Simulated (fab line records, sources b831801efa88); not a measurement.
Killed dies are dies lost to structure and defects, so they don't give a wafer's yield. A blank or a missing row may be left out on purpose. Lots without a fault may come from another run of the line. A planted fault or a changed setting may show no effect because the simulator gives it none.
Chamber matching | flow sfq_line | SFQ_TRILAYER_I0_VIA_BARC_OPEN_VIA_ETCH_046 on rie_diel-01: 4 sister chambers
The step etches BARC in O2, target depth 125 nm, time 41.7 s. 4 wafers are shown with their chamber, then 7 later ones without.

WAFERS WITH THEIR CHAMBER
wafer  | chamber | drypump_motor_current_A (A)
L710.1 | 1       | 5.9
L710.5 | 0       | 5.5
L710.6 | 3       | 5.3
L711.5 | 2       | 6.1

WAFERS WITHOUT THEIR CHAMBER
wafer  | drypump_motor_current_A (A)
L711.6 | 5.3
L712.1 | 6.1
L712.4 | 6.0
L712.6 | 6.0
L716.1 | 6.1
L716.2 | 5.4
L716.4 | 6.0

WHICH CHAMBER EACH WENT THROUGH
wafer  | from the rows above     | in truth
L711.6 | 3                       | 3
L712.1 | 2                       | 2
L712.4 | can't be placed: 1 or 2 | 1
L712.6 | can't be placed: 1 or 2 | 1
L716.1 | 2                       | 2
L716.2 | can't be placed: 0 or 3 | 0
L716.4 | can't be placed: 1 or 2 | 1
Placed correctly: 3 of 7. Can't be placed from these rows: 4 (the true chamber is among the candidates in 4). Placed wrongly: 0.
How it was worked out, from the rows above alone: a wafer's distance from a chamber is the root of the sum, over the readings, of the square of ((its reading less the chamber's mean) divided by the reading's scatter). The wafer belongs to the nearest chamber; if the next one is less than 2 further off, it can't be placed. A chamber's mean is the mean of its shown wafers. The scatter: with one shown wafer a chamber, the root of the mean of the squares of how far each hidden wafer lies from its nearest shown one.
